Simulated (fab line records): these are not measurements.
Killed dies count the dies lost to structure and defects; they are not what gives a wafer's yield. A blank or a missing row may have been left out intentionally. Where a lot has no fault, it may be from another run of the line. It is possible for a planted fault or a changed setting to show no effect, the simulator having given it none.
One fault through the eyes of 2 desks + flow gf180mcu + every desk sees just its own numbers, and what lay behind them comes last

## THE TOOL OWNER'S DESK: pecvd-01
The tool's own readings at GF_CONTACT_CVD_02 (deposits SiO2 from TEOS, target thk 860 nm, time 95.992 s): means of the sampled wafers that have a number, for each lot that ran on this tool. Marked OUT: a lot whose mean sits more than 4 standard deviations from the usual mean, which makes it out of limits; the brackets give that distance.
Columns: A = heaterPowerW at GF_CONTACT_CVD_02, usual 708 W
| lot  | first seen here | A   |
|------|-----------------|-----|
| L890 | day 16 06:31    | 612 |
| L896 | day 18 10:52    | 625 |
| L897 | day 18 17:56    | 667 |
This desk's finding: nothing out of limits on any of the 3 lots.

## METROLOGY DESK
Means of the sampled wafers that have a number, per lot and without regard to the tool the lot ran on: this is what the gauges read. Marked OUT: a lot whose mean sits more than 4 standard deviations from the usual mean, which makes it out of limits; the brackets give that distance. Readings shown: 7 out of 9 (the first out of limits, and those lying furthest out on some lot).
Columns: A = SALICIDE_TIN_RS at GF_SALICIDE_RS_MEAS_04, usual 16.3 ohm/sq; B = SALICIDE_TIN_THK at GF_SALICIDE_THK_MEAS_05, usual 20.22 nm; C = CONTACT_CVD_02_THK at GF_CONTACT_THK_MEAS_03, usual 858 nm; D = cdNm at GF_CONTACT_CD_MEAS_14, usual 220.0 nm; E = CONTACT_OVL at GF_CONTACT_OVL_MEAS_15, usual 4 nm; F = CONTACT_W_RS at GF_CONTACT_RS_MEAS_25, usual 0.382 ohm/sq; G = CONTACT_W_THK at GF_CONTACT_THK_MEAS_26, usual 296 nm
| lot  | first seen here | A    | B     | C              | D     | E  | F     | G   |
|------|-----------------|------|-------|----------------|-------|----|-------|-----|
| L890 | day 16 05:56    | 16.2 | 20.12 | 851            | 222.1 | 0  | 0.377 | 300 |
| L896 | day 18 10:19    | 16.5 | 20.22 | 970 (+9.3) OUT | 218.9 | 10 | 0.376 | 299 |
| L897 | day 18 17:21    | 16.6 | 19.93 | 962 (+8.7) OUT | 221.8 | 5  | 0.386 | 291 |
| L901 | day 20 07:43    | 16.1 | 19.98 | 857            | 220.6 | -7 | 0.384 | 290 |
| L902 | day 20 11:35    | 16.4 | 20.29 | 872            | 221.3 | 6  | 0.379 | 299 |
| L904 | day 21 10:39    | 16.6 | 19.82 | 862            | 218.5 | 2  | 0.382 | 298 |
This desk finds L896, L897 out of limits, with the earliest case on L896 at day 18 10:57 (CONTACT_CVD_02_THK at GF_CONTACT_THK_MEAS_03). In limits: L890, L901, L902, L904.

## ALL TOGETHER
Metrology desk: alarm possible at day 18 10:57 on L896, L897.
Nothing out of limits was seen by the tool owner's desk.
On record at the tool owner's desk: L896, L897, within its limits.
Of the lots named, all ran GF_CONTACT_CVD_02 on pecvd-01.

## WHAT HAD BEEN PUT IN BY THE SIMULATOR
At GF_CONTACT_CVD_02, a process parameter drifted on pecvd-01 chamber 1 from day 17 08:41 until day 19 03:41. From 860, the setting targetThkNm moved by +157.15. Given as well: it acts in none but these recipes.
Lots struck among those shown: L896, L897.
Delay in hours, fault start to first out-of-limits reading, per desk: metrology desk 26.
